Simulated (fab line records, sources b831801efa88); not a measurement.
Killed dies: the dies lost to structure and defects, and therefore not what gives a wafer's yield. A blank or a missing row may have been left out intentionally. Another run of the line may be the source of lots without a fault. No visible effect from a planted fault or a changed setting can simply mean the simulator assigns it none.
Comparing a struck lot with a sound one | flow sky130 | 17 out of 708 route steps
Sound: the wafers L569.1, L569.5, L569.6. Wafers L567.1, L567.2, L567.3 were the ones struck. Last of all comes the cause.
For every step that has rows: the tool of each side, followed by ch and its chambers, followed by its first start. Under that, the readings that differ: sound wafers | struck wafers | difference of the means | sigmas: that difference in standard deviations of wafers without a fault.
alike: readings with means less than 2 such deviations apart, plus words and numbers identical on both sides. not compared: withheld readings, readings lacking a value on some wafer, bounds such as >300 that could conceal the same value, and numbers that have no deviation in the record and whose values overlap.
A row with sigmas, a row that says differs or no value, or rows on one side alone: a step with any of these is where the two part. When numbers do not overlap yet have no deviation, they are printed without sigmas and do not part them. Lack of a reading on every wafer of one side parts them only where that side has two or more wafers.

first, 3 steps without rows for these wafers: SKY_SONOS_ONO_WET_ETCH_18 (etches Si3N4 in H3PO4, target depth 15 nm, time 172 s); SKY_GATE_OXIDE_CLEAN_00 (cleans in SC1/SC2, time 150 s); SKY_GATE_OXIDE_OXIDATION_01 (stabilise 600 s, purge 300 s, target thk 10.268 nm).
SKY_GATE_OXIDE_THK_MEAS_02:
  struck on film metro-03, day 15 20:29; sound on film metro-03, day 17 05:44
  alike: GATE_OXIDE_OXIDATION_00_THK
then, 7 steps without rows for these wafers: SKY_GATE_OXIDE_DEHYDRATE_03 (time 60 s); SKY_GATE_OXIDE_HMDS_04 (prime time 60 s); SKY_GATE_OXIDE_COAT_05 (resist thk 1140 nm); SKY_GATE_OXIDE_SOFTBAKE_06 (time 60 s); SKY_GATE_OXIDE_EXPOSE_07 (exposes mask LVOM, target cd 600 nm); SKY_GATE_OXIDE_PEB_08; SKY_GATE_OXIDE_DEVELOP_09 (develop time 60 s).
SKY_GATE_OXIDE_OVL_MEAS_10:
  struck on overlay-01, day 16 23:56; sound on overlay-01, day 18 11:11
  alike: GATE_OXIDE_OVL
SKY_GATE_OXIDE_IMPLANT_11:
  sound on implanter-04 ch 0, day 18 11:14; struck on implanter-02 ch 0, day 16 23:59
  reading            | sound                           | struck                         | difference | sigmas
  dose ions cm2      | 2.6001e+12 2.601e+12 2.6026e+12 | 1.02e+13 1.0197e+13 1.0198e+13 | +7.60e+12  | +99 or more
  faraday current uA | 14.84 14.35 14.95               | 55.59 60.83 57.41              | +43.23     | +99 or more
  alike: beam on s
then, 1 step without rows for these wafers: SKY_GATE_OXIDE_WET_ETCH_12 (etches SiO2 in dHF, target depth 16.8 nm, time 336 s).
SKY_GATE_OXIDE_STRIP_13: strips in O2/N2.
  sound on plasma asher-02 ch 0,1, day 18 11:29; struck on plasma asher-02 ch 0,1, day 17 00:14
  alike: chamber pressure mTorr, drypump motor current A, n2 flow sccm, o2 flow sccm, oes product au, strip time to endpoint s
  not compared: rf hours counter h
SKY_GATE_OXIDE_TW_MEAS_14:
  struck on film metro-01, day 17 00:20; sound on film metro-04, day 18 11:35
  reading       | sound             | struck            | difference | sigmas
  GATE_OXIDE_TW | 223.3 222.6 221.8 | 336.5 336.3 336.6 | +113.9     | +81
then, 1 step without rows for these wafers: SKY_GATE_OXIDE_CLEAN_15 (cleans in SC1/SC2, time 150 s).

## WHERE THEY PART
Earliest at SKY_GATE_OXIDE_IMPLANT_11; latest, in this record, at SKY_GATE_OXIDE_TW_MEAS_14.

WHY: what the simulator had put in
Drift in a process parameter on implanter-02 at SKY_GATE_OXIDE_IMPLANT_11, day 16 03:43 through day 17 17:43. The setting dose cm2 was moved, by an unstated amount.
